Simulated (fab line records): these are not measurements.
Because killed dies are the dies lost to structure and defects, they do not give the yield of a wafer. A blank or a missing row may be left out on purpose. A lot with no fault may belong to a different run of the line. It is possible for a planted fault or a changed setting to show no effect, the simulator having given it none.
A struck lot beside a sound one    flow sky130    30 out of 708 route steps
Sound: the wafers L183.1, L183.4, L183.6. Struck: wafers L185.3, L185.5, L185.6. Last of all comes the cause.
For every step that has rows: the tool of each side, followed by ch and its chambers, followed by its first start. Under that, the readings that differ: sound wafers    struck wafers    difference of the means    sigmas: that difference in standard deviations of wafers without a fault.
alike: readings whose means differ by less than 2 such deviations, and words and numbers that are the same on both sides. not compared: withheld readings, readings that some wafer has no value for, bounds like >300 that may hide the same value, and numbers for which the record gives no deviation and whose values overlap.
Wherever a step has rows on one side only, a row that says differs or no value, or a row with sigmas, the two part there. Non-overlapping numbers with no deviation appear without sigmas and do not part them. A reading that every wafer of one side lacks parts them only if that side has two wafers or more.

SKY_PWDE_STRIP_09: strips in O2/N2.
  sound on plasma_asher-03 ch 1, day 4 13:13; struck on plasma_asher-02 ch 0,1, day 5 02:30
  alike: drypump_motor_current_A, oes_product_au, strip_time_to_endpoint_s
  not compared: rf_hours_counter_h
SKY_PWDE_TW_MEAS_10:
  sound on film_metro-01 at day 4 13:19; struck on film_metro-04 at day 5 02:35
  alike: PWDE_TW
then, 7 steps without rows for these wafers: SKY_NWELL_DEHYDRATE_03 (time 60 s); SKY_NWELL_HMDS_04 (prime time 60 s); SKY_NWELL_COAT_05 (resist thk 3000 nm); SKY_NWELL_SOFTBAKE_06; SKY_NWELL_EXPOSE_07 (exposes mask NWM, target cd 840 nm); SKY_NWELL_PEB_08; SKY_NWELL_DEVELOP_09 (develop time 60 s).
SKY_NWELL_OVL_MEAS_10:
  sound on overlay-01 at day 5 07:00; struck on overlay-01 at day 5 20:50
reading            sound           struck       difference  sigmas
NWELL_00_OVL (nm)  -0.7 -2.7 -3.0  2.9 2.7 1.5  +4.5        +3
then, 2 steps without rows for these wafers: SKY_NWELL_IMPLANT_11; SKY_NWELL_IMPLANT_12.
SKY_NWELL_IMPLANT_13:
  sound on implanter-01 ch 0, day 5 07:20; struck on implanter-01 ch 0, day 5 21:13
reading             sound                          struck                        difference  sigmas
dose_ions_cm2       6.998e+11 6.994e+11 6.995e+11  3.558e+11 3.547e+11 3.55e+11  -3.444e+11  -99 or more
faraday_current_uA  4.04 4.06 3.90                 1.95 2.03 2.02                -2.00       -24
SKY_NWELL_STRIP_14: strips in O2/N2.
  sound on plasma_asher-01 ch 0,1, day 5 07:29; struck on plasma_asher-01 ch 0,1, day 5 21:21
  alike: drypump_motor_current_A, oes_product_au, strip_time_to_endpoint_s
  not compared: rf_hours_counter_h
SKY_NWELL_TW_MEAS_15:
  sound on film_metro-01 at day 5 07:35; struck on film_metro-04 at day 5 21:26
  alike: NWELL_TW
then, 7 steps without rows for these wafers: SKY_NWELL_DEHYDRATE_16 (time 60 s); SKY_NWELL_HMDS_17 (prime time 60 s); SKY_NWELL_COAT_18 (resist thk 3000 nm); SKY_NWELL_SOFTBAKE_19; SKY_NWELL_EXPOSE_20 (exposes mask NWM COMPLEMENT, target cd 840 nm); SKY_NWELL_PEB_21; SKY_NWELL_DEVELOP_22 (develop time 60 s).
SKY_NWELL_OVL_MEAS_23:
  sound on overlay-02 at day 6 01:54; struck on overlay-01 at day 6 15:55
  alike: NWELL_01_OVL
next, for these wafers, 1 step has no rows: SKY_NWELL_IMPLANT_24.
SKY_NWELL_STRIP_25: strips in O2/N2.
  sound on plasma_asher-01 ch 0, day 6 02:05; struck on plasma_asher-03 ch 0,1, day 6 16:07
  alike: drypump_motor_current_A, oes_product_au, strip_time_to_endpoint_s
  not compared: rf_hours_counter_h
SKY_NWELL_TW_MEAS_26:
  sound on film_metro-04 at day 6 02:11; struck on film_metro-01 at day 6 16:13
  alike: NWELL_2_TW
then, 1 step without rows for these wafers: SKY_NWELL_CLEAN_27 (cleans in SC1/SC2, time 150 s).
SKY_NWELL_RTA_28: time 30 s.
  sound on rtp_anneal-02 ch 0, day 6 02:18; struck on rtp_anneal-02 ch 0, day 6 16:20
  alike: lamp_power_pct, wafer_temp_C_max
SKY_NWELL_RS_MEAS_29: measurement is done with a four-point probe.
  sound on film_metro-01 at day 6 02:24; struck on film_metro-04 at day 6 16:26
reading            sound              struck             difference  sigmas
NWELL_RS (ohm/sq)  627.5 626.4 626.3  638.4 636.9 636.9  +10.7       +8
-- the record jumps here: 41 days lie between the struck wafers' starts before and after (it left off in module NWELL and takes up again in module PAD_OPEN, whose first step shown is number 708 of the route) --
SKY_PAD_OPEN_PROBE_99:
  sound on prober-01 at day 46 23:13; struck on prober-01 at day 47 09:19
reading                                    sound               struck                         difference  sigmas
killed_at_M4_up                            10 7                2 3 2                          -6          -3
model.etest.nfet_16v.r_on_ohm_um           1.431e+04 1.42e+04  1.446e+04 1.455e+04 1.461e+04  +2.850e+02  
model.etest.pfet_g5v0d10v5.r_on_ohm_um     4764 4745           4455 4541 4540                 -242        
model.etest.tip_p.rs_ohm_sq                6795 6816           6750 6753 6712                 -67         
model.etest.tip_p_5v.rs_ohm_sq             2844 2818           2774 2790 2788                 -47         
model.etest.pfet_g5v0d10v5.drive_ua_um     337.4 337.7         366.1 358.6 359                +23.7       
model.etest.pfet_01v8_lvt.drive_ua_um      174.4 178           195.8 193.7 191.9              +17.6       
model.etest.pfet_16v.drive_ua_um           237.7 238.9         257.8 252 253.6                +16.2       
model.etest.pfet_g5v0d10v5.off_log10_a_um  -12.62 -12.69       -10.27 -10.26 -10.14           +2.43       
  alike: killed_at_M0_to_M3, killed_at_contacts, killed_at_front_end, killed_at_other, killed_dies, killed_open, killed_short

== WHERE THEY PART ==
At SKY_NWELL_OVL_MEAS_10 first; at SKY_PAD_OPEN_PROBE_99 last (within this record only).

WHY: what had been put in by the simulator
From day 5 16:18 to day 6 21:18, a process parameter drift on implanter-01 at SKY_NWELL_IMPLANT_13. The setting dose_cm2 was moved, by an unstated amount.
